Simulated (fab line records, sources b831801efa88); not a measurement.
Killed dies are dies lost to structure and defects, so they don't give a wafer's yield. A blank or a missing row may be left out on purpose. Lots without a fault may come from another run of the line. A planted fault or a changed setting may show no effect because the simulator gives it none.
Which tool did it? | flow sky130 | 12 lots, 36 wafers sampled, at 2 steps of a route of 708

WHAT THE GAUGES READ, wafer by wafer
SKY_SONOS_TUNNEL_OVL_MEAS_08.
lot  | measured     | on         | SONOS_TUNNEL_OVL (nm)
L075 | day 12 07:07 | overlay-01 | 2.5 2.7 1.5
L077 | day 12 15:25 | overlay-01 | 0.2 -0.5 1.6
L079 | day 12 22:25 | overlay-02 | -1.1 1.4 0.8
L081 | day 13 11:43 | overlay-02 | -3.2 -2.4 0.6
L083 | day 14 06:58 | overlay-01 | -1.3 -0.1 0.0
L085 | day 15 00:23 | overlay-02 | 0.6 -0.5 -0.2
L087 | day 15 09:49 | overlay-02 | -0.4 -0.9 1.4
L089 | day 17 09:22 | overlay-02 | 2.4 0.2 0.9
L091 | day 17 13:01 | overlay-02 | -2.3 -1.0 -0.4
L093 | day 17 17:31 | overlay-02 | -1.6 0.1 -3.1
L095 | day 18 18:52 | overlay-01 | 0.8 0.6 -1.0
L097 | day 19 10:58 | overlay-02 | 1.4 0.1 1.6

WHICH TOOL RAN EACH LOT (tool, then ch and the chambers of the sampled wafers, then the start)
lot  | SKY_FIELD_ISO_STRIP_16
L075 | plasma_asher-02 ch 0,1, day 2 14:45
L077 | plasma_asher-02 ch 0,1, day 2 22:37
L079 | plasma_asher-04 ch 0,1, day 3 05:04
L081 | plasma_asher-02 ch 0,1, day 3 18:25
L083 | plasma_asher-04 ch 0,1, day 4 03:38
L085 | plasma_asher-01 ch 0,1, day 4 14:59
L087 | plasma_asher-01 ch 0,1, day 5 00:16
L089 | plasma_asher-01 ch 0,1, day 5 12:04
L091 | plasma_asher-01 ch 0,1, day 5 20:39
L093 | plasma_asher-01 ch 0,1, day 6 08:43
L095 | plasma_asher-01 ch 0,1, day 7 00:55
L097 | plasma_asher-01 ch 0,1, day 7 11:19
- SKY_FIELD_ISO_STRIP_16: strips in O2/N2.

THE ANSWER, worked out from the rows above alone
Rule: what is usual is taken from the lots themselves. Put in order of their means at a reading, lots are off if they are a third of the lots or fewer, leave a main group of 4 or more, and stand apart from it by a gap of 3 or more times the standard deviation of the main group's means; of several such gaps the widest counts. A main group whose means are all the same, to the digits that the tables above print for the reading, isn't used. A lot without any number at a reading at which 4 lots or more have one is off too. The other lots that the step has rows for count as sound.
No lot is off at any reading shown: from this, nothing can be told.

WHAT THE SIMULATOR HAD PUT IN
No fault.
